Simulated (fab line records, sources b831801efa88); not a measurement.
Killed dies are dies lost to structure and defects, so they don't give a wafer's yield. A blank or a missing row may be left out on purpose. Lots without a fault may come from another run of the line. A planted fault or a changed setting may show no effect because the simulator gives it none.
fab line records | flow sky130
record lots=7 wafers=21 last_day=50
route steps=708 shown NWELL@68 PAD_OPEN@708
lots that met no fault: from a run of the same line without faults
start_h: hours from the record's first day to the start of the lot's first wafer shown | wait_h: hours since the lot's step before | " the same as in the row above | L1.1+2: a row that stands for several wafers | - no value, or no start given | * or withheld: withheld | < > ~ a bound
route shown NAME@n: a module of which the file shows steps, and the number in the route of the first | usual: mean/standard deviation of fault-free wafers | same: alike in all rows | chamber/n: place in a boat | sites: the reading at each site | _std_site: their standard deviation | _edge_site: outer sites' mean less inner sites' | radius_mm: how far each site lies from the wafer's centre | mask NAME#n: copy n | behind: the tool/chamber that last shaped the wafer | hold: why the lot was held/for how many hours/how that ended | device: the transistor (n, p or np) that didn't switch | end of line: the same wafers' tests at the end of the route | a step without rows: its recipe alone | killed: dies lost to structure and defects at the first sort, not the wafer's yield | map: a wafer's dies, x killed, . not, _ none there
set.NAME: the setting as run; set.NAME@STEP: as run at that earlier step | model.NAME: the simulator's own value behind a step, which no gauge read
lots at some steps of the route; a table a step, a row a wafer
services: from which hour (start_h, from the record's first day; less than 0 if before it) a tool's chamber was out of use, for how many hours, and why
## steps
# step SKY_NWELL_TW_MEAS_15
# usual NWELL_TW=1804/18
# columns lot.wafer tool chamber start_h wait_h NWELL_TW
L381.4 film_metro-02 - 106.70 0.1 1790
L381.5 " - " " 1785
L381.6 " - " " 1785
L383.1 film_metro-02 - 112.47 0.1 1786
L383.3 " - " " 1791
L383.6 " - " " 1780
L389.2 film_metro-02 - 152.26 0.1 1795
L389.3 " - " " 1799
L389.6 " - " " 1789
L390.1 film_metro-02 - 157.53 0.1 1788
L390.3 " - " " 1788
L390.4 " - " " 1792
L391.1 film_metro-01 - 161.62 0.1 1793
L391.2 " - " " 1795
L391.4 " - " " 1796
L395.4 film_metro-01 - 186.00 0.1 1798
L395.5 " - " " 1793
L395.6 " - " " 1787
L401.2 film_metro-02 - 224.31 0.1 1803
L401.3 " - " " 1797
L401.5 " - " " 1803
# step SKY_NWELL_DEHYDRATE_16
# recipe temp_c=200 time_s=60
# step SKY_NWELL_HMDS_17
# recipe prime_time_s=60 prime_temp_c=120
# step SKY_NWELL_COAT_18
# recipe spin_rpm=2000 resist_thk_nm=3000
# step SKY_NWELL_SOFTBAKE_19
# recipe temp_c=110 time_s=withheld
# step SKY_NWELL_EXPOSE_20
# recipe mask_id=NWM_COMPLEMENT na=0.6 source_shape=conventional sigma_outer=0.6 polarization=unpolarized target_cd_nm=840 dose_mj=260
# step SKY_NWELL_PEB_21
# recipe temp_c=115 time_s=withheld
# step SKY_NWELL_DEVELOP_22
# recipe wall_angle_deg=90 developer=TMAH develop_time_s=60 dev_temp_c=23
# step SKY_NWELL_OVL_MEAS_23
# usual NWELL_01_OVL=-1.3/1.3
# columns lot.wafer tool chamber start_h wait_h NWELL_01_OVL[nm]
L381.4 overlay-02 - 124.13 - -2.7
L381.5 " - " " -3.0
L381.6 " - " " -2.7
L383.1 overlay-01 - 129.82 - 0.6
L383.3 " - " " 0.4
L383.6 " - " " -1.0
L389.2 overlay-01 - 172.19 - -2.0
L389.3 " - " " -2.6
L389.6 " - " " -1.9
L390.1 overlay-02 - 177.24 - -3.2
L390.3 " - " " -2.4
L390.4 " - " " -2.4
L391.1 overlay-02 - 180.48 - -2.8
L391.2 " - " " -1.7
L391.4 " - " " -1.2
L395.4 overlay-01 - 204.91 - -1.4
L395.5 " - " " -0.7
L395.6 " - " " 0.1
L401.2 overlay-01 - 246.65 - -2.4
L401.3 " - " " -1.9
L401.5 " - " " -1.0
# step SKY_NWELL_IMPLANT_24
# recipe species=B energy_kev=140 dose_cm2=9.2e+12 tilt_deg=withheld
# step SKY_NWELL_STRIP_25
# recipe chemistry=O2/N2 power_w=1400 pressure_mtorr=1500 platen_temp_c=withheld o2_flow_sccm=3000 n2_flow_sccm=300 overash_fraction=0.5
# usual drypump_motor_current_A=5.5/0.32 oes_product_au=0.723/0.0046 strip_time_to_endpoint_s=36.96/0.089
# same overash_fraction=0.5
# columns lot.wafer tool chamber start_h wait_h drypump_motor_current_A oes_product_au rf_hours_counter_h strip_time_to_endpoint_s
L381.4 plasma_asher-02 0 124.34 0.1 5.6 0.731 - 36.90
L381.5 " 0 " " 5.6 0.726 - 36.90
L381.6 " 1 " " 5.6 0.724 - 36.89
L383.1 plasma_asher-01 1 130.00 0.1 5.4 0.713 45 36.81
L383.3 " 0 " " 6.0 0.723 - 36.80
L383.6 " 0 " " 5.9 0.721 - 36.80
L389.2 plasma_asher-01 1 172.37 0.1 5.5 0.728 49 36.93
L389.3 " 0 " " 6.0 0.728 - 36.88
L389.6 " 1 " " 5.5 0.729 - 36.93
L390.1 plasma_asher-01 0 177.43 0.1 5.9 0.727 49 36.96
L390.3 " 1 " " 5.4 0.726 - 36.89
L390.4 " 0 " " 5.9 0.723 - 36.93
L391.1 plasma_asher-02 1 180.67 0.1 5.6 0.720 6 37.01
L391.2 " 0 " " 5.7 0.726 6 36.95
L391.4 " 0 " " 5.6 0.719 - 36.95
L395.4 plasma_asher-02 1 205.11 0.1 5.6 0.726 - 36.96
L395.5 " 1 " " 5.6 0.728 - 36.93
L395.6 " 0 " " 5.7 0.715 - 36.98
L401.2 plasma_asher-02 0 246.83 0.1 5.7 0.722 13 37.07
L401.3 " 1 " " 5.6 0.712 - 37.01
L401.5 " 1 " " 5.6 0.725 - 37.06
# step SKY_NWELL_TW_MEAS_26
# usual NWELL_2_TW=494/6.6
# columns lot.wafer tool chamber start_h wait_h NWELL_2_TW
L381.4 film_metro-01 - 124.43 0.1 492
L381.5 " - " " 490
L381.6 " - " " 490
L383.1 film_metro-02 - 130.10 0.1 490
L383.3 " - " " 489
L383.6 " - " " 493
L389.2 film_metro-04 - 172.48 0.1 499
L389.3 " - " " 502
L389.6 " - " " 499
L390.1 film_metro-04 - 177.53 0.1 498
L390.3 " - " " 499
L390.4 " - " " 501
L391.1 film_metro-01 - 180.77 0.1 492
L391.2 " - " " 488
L391.4 " - " " 487
L395.4 film_metro-02 - 205.21 0.1 490
L395.5 " - " " 491
L395.6 " - " " 490
L401.2 film_metro-04 - 246.94 0.1 502
L401.3 " - " " 502
L401.5 " - " " 501
# step SKY_NWELL_CLEAN_27
# recipe chemistry=SC1/SC2 mix=1:4:20 temp_c=70 time_s=150 dry=n2_spin
# usual bath_heat_duty_pct=14.0/1.3 run_length_s=180/3.6
# columns lot.wafer tool chamber start_h wait_h bath_heat_duty_pct run_length_s
L381.4 wet_bench-04 2 124.46 0.0 13.9 181
L381.5 " 2 " " 12.5 181
L381.6 " 2 " " 12.4 181
L383.1 wet_bench-04 2 130.16 0.1 11.9 182
L383.3 " 2 " " 14.3 182
L383.6 " 2 " " 12.2 182
L389.2 wet_bench-04 1 172.53 0.0 13.8 116
L389.3 " 1 " " 14.7 116
L389.6 " 1 " " 14.6 116
L390.1 wet_bench-04 1 177.59 0.1 14.2 116
L390.3 " 1 " " 15.4 116
L390.4 " 1 " " 15.7 116
L391.1 wet_bench-04 3 180.83 0.1 15.9 113
L391.2 " 3 " " 14.5 113
L391.4 " 3 " " 15.9 113
L395.4 wet_bench-03 2 205.24 0.0 13.5 176
L395.5 " 2 " " 14.7 176
L395.6 " 2 " " 15.5 176
L401.2 wet_bench-04 1 246.99 0.0 14.5 178
L401.3 " 1 " " 13.5 178
L401.5 " 1 " " 14.2 178
# step SKY_NWELL_RTA_28
# recipe temp_c=1050 time_s=30 idle_temp_c=650 ramp_up_c_per_s=150 ramp_down_c_per_s=90 ambient=N2
# usual lamp_power_pct=25.31/0.05 wafer_temp_C_max=1054.8/0.95
# columns lot.wafer tool chamber start_h wait_h lamp_power_pct wafer_temp_C_max
L381.4 rtp_anneal-02 0 124.57 0.1 25.37 1054.0
L381.5 " 0 " " 25.26 1054.8
L381.6 " 0 " " 25.30 1056.2
L383.1 rtp_anneal-02 0 130.22 0.0 25.32 1055.2
L383.3 " 0 " " 25.22 1055.0
L383.6 " 0 " " 25.25 1056.4
L389.2 rtp_anneal-01 0 172.60 0.0 25.33 1054.4
L389.3 " 0 " " 25.23 1057.0
L389.6 " 0 " " 25.43 1055.9
L390.1 rtp_anneal-02 0 177.64 0.0 25.30 1054.5
L390.3 " 0 " " 25.30 1055.2
L390.4 " 0 " " 25.33 1055.0
L391.1 rtp_anneal-01 0 180.88 0.0 25.24 1055.0
L391.2 " 0 " " 25.28 1053.8
L391.4 " 0 " " 25.36 1055.1
L395.4 rtp_anneal-01 0 205.34 0.1 25.31 1055.6
L395.5 " 0 " " 25.38 1054.1
L395.6 " 0 " " 25.25 1055.8
L401.2 rtp_anneal-01 0 247.05 0.0 25.31 1055.3
L401.3 " 0 " " 25.33 1054.5
L401.5 " 0 " " 25.25 1056.7
# step SKY_PAD_OPEN_PROBE_99
# usual killed_at_M0_to_M3=44/7.2 killed_at_M4_up=3.0/1.9 killed_at_contacts=25/4.8 killed_at_front_end=16/4.2 killed_at_other=0.2/0.44 killed_dies=88/9.3 killed_open=48/7.1 killed_short=40/6.5
# same gross_dies=492 killed_at_back_side=0
# columns lot.wafer tool chamber start_h wait_h killed_at_M0_to_M3 killed_at_M4_up killed_at_contacts killed_at_front_end killed_at_other killed_dies killed_open killed_short
L381.4 prober-01 - 1086.81 0.2 35 1 21 10 1 68 40 28
L381.5 prober-01 - 1086.86 0.2 21 3 29 19 0 72 38 34
L381.6 prober-01 - 1086.91 0.2 49 3 34 19 0 105 55 50
L383.1 prober-02 - 1098.41 0.1 40 5 20 16 0 81 39 42
L383.3 prober-02 - 1098.51 0.2 45 6 27 11 0 89 47 42
L383.6 prober-02 - 1098.66 0.2 56 1 15 19 0 91 53 38
L389.2 prober-01 - 1138.53 0.1 35 3 16 20 0 74 44 30
L389.3 prober-01 - 1138.58 0.2 45 3 18 19 0 85 44 41
L389.6 prober-01 - 1138.73 0.2 37 4 13 12 0 66 29 37
L390.1 prober-02 - 1143.40 0.1 41 3 31 17 0 92 44 48
L390.3 prober-02 - 1143.50 0.2 44 4 27 21 0 96 54 42
L390.4 prober-02 - 1143.55 0.2 43 0 27 16 1 87 58 29
L391.1 prober-01 - 1143.98 0.1 43 1 30 12 0 86 51 35
L391.2 prober-01 - 1144.03 0.1 31 3 25 19 0 78 42 36
L391.4 prober-01 - 1144.13 0.2 49 2 30 30 1 112 62 50
L395.4 prober-01 - 1168.67 0.2 54 6 22 13 0 95 53 42
L395.5 prober-01 - 1168.72 0.2 41 4 15 12 0 72 37 35
L395.6 prober-01 - 1168.77 0.2 36 1 21 17 0 75 43 32
L401.2 prober-01 - 1196.55 0.1 60 1 22 21 1 105 57 48
L401.3 prober-01 - 1196.60 0.2 41 4 21 19 0 85 51 34
L401.5 prober-01 - 1196.70 0.2 41 5 18 13 0 77 48 29
# killed by level:class
L381.4 CONTACT:geometric_particle:open=9 VIA1:geometric_particle:open=7 METAL2:geometric_particle:short=7 CONTACT:geometric_particle:short=6 VIA2:geometric_particle:open=6 VIA3:geometric_particle:open=4 POLY_GATE:geometric_particle:open=3 METAL1:geometric_particle:short=3
L381.5 CONTACT:geometric_particle:open=10 LI_CONTACT:geometric_particle:open=8 LOCAL_INTERCONNECT:geometric_particle:short=6 FIELD_ISO:geometric_particle:short=5 POLY_GATE:geometric_particle:short=5 POLY_CUT:geometric_particle:open=4 METAL2:geometric_particle:short=4 FIELD_ISO:geometric_particle:open=3
L381.6 CONTACT:geometric_particle:open=11 VIA1:geometric_particle:open=10 CONTACT:geometric_particle:short=9 METAL2:geometric_particle:short=8 LI_CONTACT:geometric_particle:open=6 VIA3:geometric_particle:open=6 VIA2:geometric_particle:short=5 VIA2:geometric_particle:open=5
L383.1 VIA1:geometric_particle:open=11 LOCAL_INTERCONNECT:geometric_particle:short=6 METAL2:geometric_particle:short=5 POLY_GATE:geometric_particle:short=5 METAL1:geometric_particle:short=5 VIA2:geometric_particle:open=5 VIA3:geometric_particle:open=5 FIELD_ISO:geometric_particle:short=4
L383.3 VIA1:geometric_particle:open=13 CONTACT:geometric_particle:open=9 VIA2:geometric_particle:open=8 FIELD_ISO:geometric_particle:short=6 LI_CONTACT:geometric_particle:open=5 LOCAL_INTERCONNECT:geometric_particle:short=5 METAL2:geometric_particle:short=5 METAL4:geometric_particle:short=5
L383.6 VIA1:geometric_particle:open=20 VIA2:geometric_particle:open=8 VIA3:geometric_particle:open=7 METAL2:geometric_particle:short=6 POLY_GATE:geometric_particle:short=5 CONTACT:geometric_particle:open=5 FIELD_ISO:geometric_particle:short=4 LI_CONTACT:geometric_particle:open=4
L389.2 POLY_GATE:geometric_particle:open=8 VIA1:geometric_particle:open=8 LI_CONTACT:geometric_particle:open=7 VIA3:geometric_particle:open=7 POLY_GATE:geometric_particle:short=6 CONTACT:geometric_particle:open=5 METAL1:geometric_particle:short=5 VIA2:geometric_particle:open=5
L389.3 VIA1:geometric_particle:open=11 VIA2:geometric_particle:open=9 CONTACT:geometric_particle:open=8 METAL1:geometric_particle:short=7 FIELD_ISO:geometric_particle:open=5 VIA1:geometric_particle:short=5 FIELD_ISO:geometric_particle:short=4 LOCAL_INTERCONNECT:geometric_particle:short=4
L389.6 METAL1:geometric_particle:short=7 VIA3:geometric_particle:open=5 VIA2:geometric_particle:open=5 POLY_GATE:geometric_particle:open=4 VIA1:geometric_particle:short=4 VIA1:geometric_particle:open=4 VIA2:geometric_particle:short=4 METAL3:geometric_particle:short=4
L390.1 VIA1:geometric_particle:open=11 CONTACT:geometric_particle:open=11 CONTACT:geometric_particle:short=7 METAL1:geometric_particle:short=6 FIELD_ISO:geometric_particle:open=5 LOCAL_INTERCONNECT:geometric_particle:short=5 METAL2:geometric_particle:short=5 FIELD_ISO:geometric_particle:short=4
L390.3 CONTACT:geometric_particle:open=12 VIA3:geometric_particle:open=7 FIELD_ISO:geometric_particle:open=6 CONTACT:geometric_particle:short=6 METAL2:geometric_particle:short=6 VIA1:geometric_particle:open=6 POLY_GATE:geometric_particle:open=5 VIA1:geometric_particle:short=5
L390.4 CONTACT:geometric_particle:open=11 VIA3:geometric_particle:open=9 VIA1:geometric_particle:open=8 FIELD_ISO:geometric_particle:open=7 POLY_GATE:geometric_particle:open=5 LI_CONTACT:geometric_particle:open=5 CONTACT:geometric_particle:short=5 VIA2:geometric_particle:open=5
L391.1 CONTACT:geometric_particle:open=12 VIA1:geometric_particle:open=9 LI_CONTACT:geometric_particle:open=8 VIA2:geometric_particle:open=6 VIA2:geometric_particle:short=5 METAL2:geometric_particle:short=5 FIELD_ISO:geometric_particle:short=4 VIA1:geometric_particle:short=4
L391.2 CONTACT:geometric_particle:open=8 LI_CONTACT:geometric_particle:open=7 VIA1:geometric_particle:open=6 FIELD_ISO:geometric_particle:open=5 FIELD_ISO:geometric_particle:short=5 METAL1:geometric_particle:short=5 VIA3:geometric_particle:short=5 LOCAL_INTERCONNECT:geometric_particle:short=4
L391.4 VIA1:geometric_particle:open=12 POLY_GATE:geometric_particle:short=11 LI_CONTACT:geometric_particle:open=10 FIELD_ISO:geometric_particle:open=9 CONTACT:geometric_particle:open=9 VIA3:geometric_particle:open=7 METAL2:geometric_particle:short=6 VIA2:geometric_particle:open=6
L395.4 VIA1:geometric_particle:open=16 LOCAL_INTERCONNECT:geometric_particle:short=8 VIA2:geometric_particle:open=8 METAL1:geometric_particle:short=6 POLY_GATE:geometric_particle:open=5 LI_CONTACT:geometric_particle:open=5 VIA3:geometric_particle:open=5 CONTACT:geometric_particle:short=4
L395.5 VIA1:geometric_particle:open=11 VIA3:geometric_particle:open=10 METAL1:geometric_particle:short=7 LI_CONTACT:geometric_particle:open=4 LOCAL_INTERCONNECT:geometric_particle:short=4 VIA2:geometric_particle:open=4 METAL4:geometric_particle:short=4 FIELD_ISO:geometric_particle:short=3
L395.6 VIA1:geometric_particle:open=9 FIELD_ISO:geometric_particle:open=6 VIA3:geometric_particle:open=6 CONTACT:geometric_particle:open=6 METAL1:geometric_particle:short=6 POLY_GATE:geometric_particle:open=5 LOCAL_INTERCONNECT:geometric_particle:short=4 LI_CONTACT:geometric_particle:short=4
L401.2 VIA2:geometric_particle:open=13 CONTACT:geometric_particle:open=8 VIA1:geometric_particle:open=8 VIA2:geometric_particle:short=8 VIA3:geometric_particle:open=8 LI_CONTACT:geometric_particle:open=7 FIELD_ISO:geometric_particle:short=6 FIELD_ISO:geometric_particle:open=5
L401.3 LI_CONTACT:geometric_particle:open=8 CONTACT:geometric_particle:open=8 VIA3:geometric_particle:open=8 POLY_GATE:geometric_particle:open=6 METAL1:geometric_particle:short=6 VIA2:geometric_particle:open=6 FIELD_ISO:geometric_particle:short=5 METAL1:geometric_particle:open=5
L401.5 VIA1:geometric_particle:open=8 FIELD_ISO:geometric_particle:open=7 CONTACT:geometric_particle:open=7 VIA2:geometric_particle:open=5 LI_CONTACT:geometric_particle:open=5 CONTACT:geometric_particle:short=5 METAL1:geometric_particle:short=5 VIA1:geometric_particle:short=4
## services
# columns tool chamber start_h hours kind
plasma_asher-01 - 105.20 1.6 repair
plasma_asher-02 - 108.75 9.0 pm
plasma_asher-02 0 108.75 9.0 vent_cycle
plasma_asher-02 1 108.75 9.0 vent_cycle
plasma_asher-02 0 117.75 - clean
plasma_asher-02 1 117.75 - clean
wet_bench-04 - 197.72 4.4 pm
rtp_anneal-01 - 203.23 0.8 pm
rtp_anneal-01 - 223.60 5.6 pm
## key
first_sign step=SKY_NWELL_CLEAN_27 reading=run_length_s direction=down sigmas=18 usual=* struck=*
effect none on later readings
met_at SKY_NWELL_CLEAN_27
struck_wafers L389.2,L389.3,L389.6,L390.1,L390.3,L390.4,L391.1,L391.2,L391.4
tester_left_out L389,L390,L391
onset_between 130.16 172.53
fault kind=process_parameter_drift tool=wet_bench-04 chamber=- onset_h=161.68 steps=SKY_NWELL_CLEAN_27 channel=time_s offset=* shape=step end_h=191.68 acts_in=* stated=*
# tester_left_out: of these lots the tester's yield and bins aren't shown, on N5 and GAA mostly nor the transistor test; their killed dies are dies lost to structure and defects alone, not to doping, threshold or leakage, so they don't give the yield
